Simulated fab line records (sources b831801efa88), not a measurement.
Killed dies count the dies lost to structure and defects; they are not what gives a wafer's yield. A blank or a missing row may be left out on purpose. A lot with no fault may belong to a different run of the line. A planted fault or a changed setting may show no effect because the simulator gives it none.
fab line records :: flow sky130
[record]
  lots = 6
  wafers = 18
  lastDay = 50
route steps=708 shown RES_XHIGH@334 SD_N@342
lots untouched by any fault: they come from a run of this same line in which no faults occurred
startH: hours from the record's first day to the start of the lot's first wafer shown :: waitH: how many hours have passed since the lot's step before this one :: " identical to the entry in the row above :: L1.1+2: one row covering several wafers at once :: - no value present, or no start provided :: * or withheld: withheld :: < > ~ a bound
route shown NAME@n: a module of which the file shows steps, and the number in the route of the first :: usual: mean and standard deviation over wafers with no fault :: same: alike in all rows :: chamber/n: place in a boat :: sites: the reading at each site :: _std_site: how widely they spread, as a standard deviation :: _edge_site: outer sites' mean less inner sites' :: radiusMm: how far each site lies from the wafer's centre :: mask NAME#n: copy n :: behind: the most recent tool/chamber to have shaped the wafer :: hold: why the lot went on hold/how many hours it stayed there/how the hold came to an end :: device: whichever transistor did not switch (one of n, p or np) :: end of line: the same wafers' tests at the end of the route :: a step without rows: its recipe alone :: killed: dies that structure and defects cost at the first sort, which is not the same as the wafer's yield :: map: a wafer's dies, x killed, . not, _ none there
set.NAME: the setting that was run; set.NAME@STEP: the one run at that earlier step :: model.NAME: the simulator's own value behind a step, which no gauge read
a table for each step, a row for each wafer; lots at some steps of the route
services: from which hour (startH, from the record's first day; less than 0 if before it) a tool's chamber was out of use, for how many hours, and why
[[steps]]
[step SKY_RES_XHIGH_COAT_02]
[recipe]
  resist = NOVOLAK
  spinRpm = 3000
  resistThkNm = 1140
[step SKY_RES_XHIGH_SOFTBAKE_03]
[recipe]
  tempC = 90
  timeS = 60
  resist = NOVOLAK
[step SKY_RES_XHIGH_EXPOSE_04]
[recipe]
  maskId = URPM
  na = 0.6
  sourceShape = conventional
  sigmaOuter = 0.6
  polarization = unpolarized
  targetCdNm = 1270
  doseMj = 140
[step SKY_RES_XHIGH_PEB_05]
[recipe]
  tempC = withheld
  timeS = *
  resist = NOVOLAK
[step SKY_RES_XHIGH_DEVELOP_06]
[recipe]
  resist = NOVOLAK
  developer = TMAH
  developTimeS = 60
  devTempC = 23
[step SKY_RES_XHIGH_IMPLANT_07]
[recipe]
  species = BF2
  energyKev = 20
  doseCm2 = 3.6e+14
  tiltDeg = 0
[step SKY_RES_XHIGH_STRIP_08]
[recipe]
  chemistry = O2/N2
  powerW = 1400
  pressureMtorr = 1500
  platenTempC = withheld
  o2FlowSccm = 3000
  n2FlowSccm = 300
  overashFraction = 0.5
[usual]
  chamberPressureMTorr = 1499.9/1.4
  drypumpMotorCurrentA = 5.6/0.42
  oesProductAu = 0.710/0.0048
  stripTimeToEndpointS = 14.29/0.035
lot.wafer: L701.2
tool: plasmaAsher-02
chamber: 0
startH: 633.94
waitH: 0.1
chamberPressureMTorr: 1499.4
drypumpMotorCurrentA: 5.9
oesProductAu: 0.719
rfHoursCounterH: 86
stripTimeToEndpointS: 14.29

lot.wafer: L701.4
tool: plasmaAsher-02
chamber: 1
startH: 633.94
waitH: 0.1
chamberPressureMTorr: 1498.4
drypumpMotorCurrentA: 6.2
oesProductAu: 0.719
rfHoursCounterH: -
stripTimeToEndpointS: 14.30

lot.wafer: L701.5
tool: plasmaAsher-02
chamber: 0
startH: 633.94
waitH: 0.1
chamberPressureMTorr: 1499.5
drypumpMotorCurrentA: 5.9
oesProductAu: 0.708
rfHoursCounterH: -
stripTimeToEndpointS: 14.31

lot.wafer: L708.2
tool: plasmaAsher-02
chamber: 0
startH: 707.05
waitH: 0.1
chamberPressureMTorr: 1501.4
drypumpMotorCurrentA: 6.0
oesProductAu: 0.712
rfHoursCounterH: 93
stripTimeToEndpointS: 14.29

lot.wafer: L708.4
tool: plasmaAsher-02
chamber: 1
startH: 707.05
waitH: 0.1
chamberPressureMTorr: 1501.2
drypumpMotorCurrentA: 6.1
oesProductAu: 0.709
rfHoursCounterH: -
stripTimeToEndpointS: 14.30

lot.wafer: L708.5
tool: plasmaAsher-02
chamber: 1
startH: 707.05
waitH: 0.1
chamberPressureMTorr: 1501.2
drypumpMotorCurrentA: 6.1
oesProductAu: 0.706
rfHoursCounterH: -
stripTimeToEndpointS: 14.30

lot.wafer: L718.2
tool: plasmaAsher-01
chamber: 1
startH: 767.84
waitH: 0.1
chamberPressureMTorr: 1499.5
drypumpMotorCurrentA: 5.2
oesProductAu: 0.708
rfHoursCounterH: 61
stripTimeToEndpointS: 14.31

lot.wafer: L718.3
tool: plasmaAsher-01
chamber: 0
startH: 767.84
waitH: 0.1
chamberPressureMTorr: 1501.4
drypumpMotorCurrentA: 5.5
oesProductAu: 0.712
rfHoursCounterH: -
stripTimeToEndpointS: 14.32

lot.wafer: L718.6
tool: plasmaAsher-01
chamber: 0
startH: 767.84
waitH: 0.1
chamberPressureMTorr: 1496.7
drypumpMotorCurrentA: 5.5
oesProductAu: 0.709
rfHoursCounterH: -
stripTimeToEndpointS: 14.28

lot.wafer: L719.1
tool: plasmaAsher-01
chamber: 0
startH: 784.11
waitH: 0.1
chamberPressureMTorr: 1499.8
drypumpMotorCurrentA: 5.5
oesProductAu: 0.711
rfHoursCounterH: 62
stripTimeToEndpointS: 14.20

lot.wafer: L719.3
tool: plasmaAsher-01
chamber: 0
startH: 784.11
waitH: 0.1
chamberPressureMTorr: 1499.9
drypumpMotorCurrentA: 5.5
oesProductAu: 0.710
rfHoursCounterH: -
stripTimeToEndpointS: 14.25

lot.wafer: L719.6
tool: plasmaAsher-01
chamber: 0
startH: 784.11
waitH: 0.1
chamberPressureMTorr: 1499.9
drypumpMotorCurrentA: 5.5
oesProductAu: 0.703
rfHoursCounterH: -
stripTimeToEndpointS: 14.21

lot.wafer: L721.1
tool: plasmaAsher-02
chamber: 1
startH: 797.46
waitH: 0.1
chamberPressureMTorr: 1500.6
drypumpMotorCurrentA: 6.1
oesProductAu: 0.707
rfHoursCounterH: 103
stripTimeToEndpointS: 14.27

lot.wafer: L721.2
tool: plasmaAsher-02
chamber: 0
startH: 797.46
waitH: 0.1
chamberPressureMTorr: 1500.2
drypumpMotorCurrentA: 6.0
oesProductAu: 0.715
rfHoursCounterH: 103
stripTimeToEndpointS: 14.26

lot.wafer: L721.5
tool: plasmaAsher-02
chamber: 0
startH: 797.46
waitH: 0.1
chamberPressureMTorr: 1499.9
drypumpMotorCurrentA: 6.0
oesProductAu: 0.710
rfHoursCounterH: -
stripTimeToEndpointS: 14.31

lot.wafer: L722.1
tool: plasmaAsher-03
chamber: 0
startH: 810.39
waitH: 0.1
chamberPressureMTorr: 1499.2
drypumpMotorCurrentA: 4.8
oesProductAu: 0.715
rfHoursCounterH: 6
stripTimeToEndpointS: 14.29

lot.wafer: L722.2
tool: plasmaAsher-03
chamber: 1
startH: 810.39
waitH: 0.1
chamberPressureMTorr: 1499.3
drypumpMotorCurrentA: 5.5
oesProductAu: 0.701
rfHoursCounterH: 6
stripTimeToEndpointS: 14.30

lot.wafer: L722.3
tool: plasmaAsher-03
chamber: 0
startH: 810.39
waitH: 0.1
chamberPressureMTorr: 1499.9
drypumpMotorCurrentA: 4.8
oesProductAu: 0.702
rfHoursCounterH: -
stripTimeToEndpointS: 14.28
[step SKY_RES_XHIGH_TW_MEAS_09]
[usual]
  RES_XHIGH_TW = 1640/18
lot.wafer: L701.2
tool: filmMetro-04
chamber: -
startH: 634.05
waitH: 0.1
RES_XHIGH_TW: 1663

lot.wafer: L701.4
tool: filmMetro-04
chamber: -
startH: 634.05
waitH: 0.1
RES_XHIGH_TW: 1658

lot.wafer: L701.5
tool: filmMetro-04
chamber: -
startH: 634.05
waitH: 0.1
RES_XHIGH_TW: 1665

lot.wafer: L708.2
tool: filmMetro-02
chamber: -
startH: 707.16
waitH: 0.1
RES_XHIGH_TW: 1613

lot.wafer: L708.4
tool: filmMetro-02
chamber: -
startH: 707.16
waitH: 0.1
RES_XHIGH_TW: 1615

lot.wafer: L708.5
tool: filmMetro-02
chamber: -
startH: 707.16
waitH: 0.1
RES_XHIGH_TW: 1609

lot.wafer: L718.2
tool: filmMetro-02
chamber: -
startH: 767.95
waitH: 0.1
RES_XHIGH_TW: 1613

lot.wafer: L718.3
tool: filmMetro-02
chamber: -
startH: 767.95
waitH: 0.1
RES_XHIGH_TW: 1614

lot.wafer: L718.6
tool: filmMetro-02
chamber: -
startH: 767.95
waitH: 0.1
RES_XHIGH_TW: 1616

lot.wafer: L719.1
tool: filmMetro-02
chamber: -
startH: 784.21
waitH: 0.1
RES_XHIGH_TW: 1603

lot.wafer: L719.3
tool: filmMetro-02
chamber: -
startH: 784.21
waitH: 0.1
RES_XHIGH_TW: 1603

lot.wafer: L719.6
tool: filmMetro-02
chamber: -
startH: 784.21
waitH: 0.1
RES_XHIGH_TW: 1607

lot.wafer: L721.1
tool: filmMetro-04
chamber: -
startH: 797.56
waitH: 0.1
RES_XHIGH_TW: 1652

lot.wafer: L721.2
tool: filmMetro-04
chamber: -
startH: 797.56
waitH: 0.1
RES_XHIGH_TW: 1657

lot.wafer: L721.5
tool: filmMetro-04
chamber: -
startH: 797.56
waitH: 0.1
RES_XHIGH_TW: 1650

lot.wafer: L722.1
tool: filmMetro-03
chamber: -
startH: 810.49
waitH: 0.1
RES_XHIGH_TW: 1650

lot.wafer: L722.2
tool: filmMetro-03
chamber: -
startH: 810.49
waitH: 0.1
RES_XHIGH_TW: 1651

lot.wafer: L722.3
tool: filmMetro-03
chamber: -
startH: 810.49
waitH: 0.1
RES_XHIGH_TW: 1654
[step SKY_SD_N_DEHYDRATE_00]
[recipe]
  tempC = 200
  timeS = 60
[step SKY_SD_N_HMDS_01]
[recipe]
  primeTimeS = 60
  primeTempC = 120
[step SKY_SD_N_COAT_02]
[recipe]
  resist = NOVOLAK
  spinRpm = 3000
  resistThkNm = 1140
[step SKY_SD_N_SOFTBAKE_03]
[recipe]
  tempC = 90
  timeS = 60
  resist = NOVOLAK
[step SKY_SD_N_EXPOSE_04]
[recipe]
  maskId = NSDM
  na = 0.6
  sourceShape = conventional
  sigmaOuter = 0.6
  polarization = unpolarized
  targetCdNm = 380
  doseMj = 141
[usual]
  exposureDoseMJCm2 = 140.86/0.15
  focusOffsetNm = 0.0/0.56
  reticleTempC = 23.02/0.11
  sigmaOuter = 0.6/0
lot.wafer: L701.2
tool: ilineStepper-01
chamber: 0
startH: 646.80
waitH: -
mask: NSDM#0
exposureDoseMJCm2: 140.93
focusOffsetNm: 1.2
reticleTempC: 22.91
sigmaOuter: 0.6

lot.wafer: L701.4
tool: ilineStepper-01
chamber: 0
startH: 646.80
waitH: -
mask: NSDM#0
exposureDoseMJCm2: 141.27
focusOffsetNm: 0.7
reticleTempC: 22.90
sigmaOuter: 0.6

lot.wafer: L701.5
tool: ilineStepper-01
chamber: 0
startH: 646.80
waitH: -
mask: NSDM#0
exposureDoseMJCm2: 141.08
focusOffsetNm: 0.7
reticleTempC: 23.03
sigmaOuter: 0.6

lot.wafer: L708.2
tool: ilineStepper-02
chamber: 0
startH: 721.43
waitH: -
mask: NSDM#0
exposureDoseMJCm2: 140.89
focusOffsetNm: 1.0
reticleTempC: 23.07
sigmaOuter: 0.6

lot.wafer: L708.4
tool: ilineStepper-02
chamber: 0
startH: 721.43
waitH: -
mask: NSDM#0
exposureDoseMJCm2: 140.86
focusOffsetNm: 1.1
reticleTempC: 23.12
sigmaOuter: 0.6

lot.wafer: L708.5
tool: ilineStepper-02
chamber: 0
startH: 721.43
waitH: -
mask: NSDM#0
exposureDoseMJCm2: 140.83
focusOffsetNm: 0.7
reticleTempC: 22.95
sigmaOuter: 0.6

lot.wafer: L718.2
tool: ilineStepper-01
chamber: -
startH: 782.73
waitH: -
mask: NSDM#0
exposureDoseMJCm2: -
focusOffsetNm: -
reticleTempC: -
sigmaOuter: -

lot.wafer: L718.3
tool: ilineStepper-01
chamber: -
startH: 782.73
waitH: -
mask: NSDM#0
exposureDoseMJCm2: -
focusOffsetNm: -
reticleTempC: -
sigmaOuter: -

lot.wafer: L718.6
tool: ilineStepper-01
chamber: -
startH: 782.73
waitH: -
mask: NSDM#0
exposureDoseMJCm2: -
focusOffsetNm: -
reticleTempC: -
sigmaOuter: -

lot.wafer: L719.1
tool: ilineStepper-01
chamber: -
startH: 796.89
waitH: -
mask: NSDM#0
exposureDoseMJCm2: -
focusOffsetNm: -
reticleTempC: -
sigmaOuter: -

lot.wafer: L719.3
tool: ilineStepper-01
chamber: -
startH: 796.89
waitH: -
mask: NSDM#0
exposureDoseMJCm2: -
focusOffsetNm: -
reticleTempC: -
sigmaOuter: -

lot.wafer: L719.6
tool: ilineStepper-01
chamber: -
startH: 796.89
waitH: -
mask: NSDM#0
exposureDoseMJCm2: -
focusOffsetNm: -
reticleTempC: -
sigmaOuter: -

lot.wafer: L721.1
tool: ilineStepper-02
chamber: 0
startH: 811.44
waitH: -
mask: NSDM#0
exposureDoseMJCm2: 140.72
focusOffsetNm: 0.5
reticleTempC: 23.08
sigmaOuter: 0.6

lot.wafer: L721.2
tool: ilineStepper-02
chamber: 0
startH: 811.44
waitH: -
mask: NSDM#0
exposureDoseMJCm2: 140.64
focusOffsetNm: 0.2
reticleTempC: 23.04
sigmaOuter: 0.6

lot.wafer: L721.5
tool: ilineStepper-02
chamber: 0
startH: 811.44
waitH: -
mask: NSDM#0
exposureDoseMJCm2: 140.92
focusOffsetNm: -0.1
reticleTempC: 22.80
sigmaOuter: 0.6

lot.wafer: L722.1
tool: ilineStepper-01
chamber: 0
startH: 823.08
waitH: -
mask: NSDM#0
exposureDoseMJCm2: 140.96
focusOffsetNm: 0.8
reticleTempC: 23.07
sigmaOuter: 0.6

lot.wafer: L722.2
tool: ilineStepper-01
chamber: 0
startH: 823.08
waitH: -
mask: NSDM#0
exposureDoseMJCm2: 140.97
focusOffsetNm: -0.2
reticleTempC: 23.12
sigmaOuter: 0.6

lot.wafer: L722.3
tool: ilineStepper-01
chamber: 0
startH: 823.08
waitH: -
mask: NSDM#0
exposureDoseMJCm2: 140.93
focusOffsetNm: 0.2
reticleTempC: 23.20
sigmaOuter: 0.6
[step SKY_SD_N_PEB_05]
[recipe]
  tempC = withheld
  timeS = *
  resist = NOVOLAK
[[services]]
tool: ilineStepper-01
chamber: -
startH: 624.48
hours: 8.9
kind: pm

tool: ilineStepper-01
chamber: -
startH: 657.97
hours: 4.9
kind: repair

tool: ilineStepper-02
chamber: -
startH: 669.02
hours: 8.7
kind: repair

tool: ilineStepper-01
chamber: -
startH: 677.70
hours: 1.7
kind: pm

tool: plasmaAsher-02
chamber: -
startH: 680.40
hours: 2.8
kind: pm

tool: ilineStepper-02
chamber: 0
startH: 694.75
hours: -
kind: calibration

tool: plasmaAsher-03
chamber: -
startH: 718.22
hours: 13.1
kind: repair

tool: ilineStepper-01
chamber: 0
startH: 718.68
hours: -
kind: calibration

tool: plasmaAsher-03
chamber: -
startH: 733.75
hours: 9.0
kind: pm

tool: plasmaAsher-03
chamber: 0
startH: 733.75
hours: 9.0
kind: ventCycle

tool: plasmaAsher-03
chamber: 1
startH: 733.75
hours: 9.0
kind: ventCycle

tool: plasmaAsher-03
chamber: 0
startH: 742.75
hours: -
kind: clean

tool: plasmaAsher-03
chamber: 1
startH: 742.75
hours: -
kind: clean

tool: ilineStepper-02
chamber: -
startH: 754.29
hours: 1.7
kind: pm

tool: plasmaAsher-02
chamber: -
startH: 757.55
hours: 0.7
kind: repair

tool: ilineStepper-02
chamber: -
startH: 807.47
hours: 3.6
kind: repair

tool: plasmaAsher-01
chamber: -
startH: 810.50
hours: 2.8
kind: pm

tool: plasmaAsher-03
chamber: -
startH: 810.69
hours: 14.6
kind: pm
[[key]]
[firstSign]
  step = SKY_SD_N_EXPOSE_04
  reading = toolRecord
  direction = missing
effect none on later readings
metAt SKY_SD_N_EXPOSE_04
struckWafers L718.2,L718.3,L718.6,L719.1,L719.3,L719.6
sortLeftOut L718.2,L718.3,L718.6,L719.1,L719.3,L719.6
testerLeftOut L718,L719
onsetBetween 646.80 782.73
[fault]
  kind = skippedStepWhole
  tool = ilineStepper-01
  chamber = -
  onsetH = 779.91
  steps = SKY_SD_N_EXPOSE_04
  scope = struckLotsOnly
// testerLeftOut: of these lots the tester's yield and bins aren't shown, on N5 and GAA mostly nor the transistor test; their killed dies are dies lost to structure and defects alone, not to doping, threshold or leakage, so they don't give the yield
// sortLeftOut: the simulated sort isn't trusted on such a fault, so these wafers' sort isn't shown, and their yield isn't known
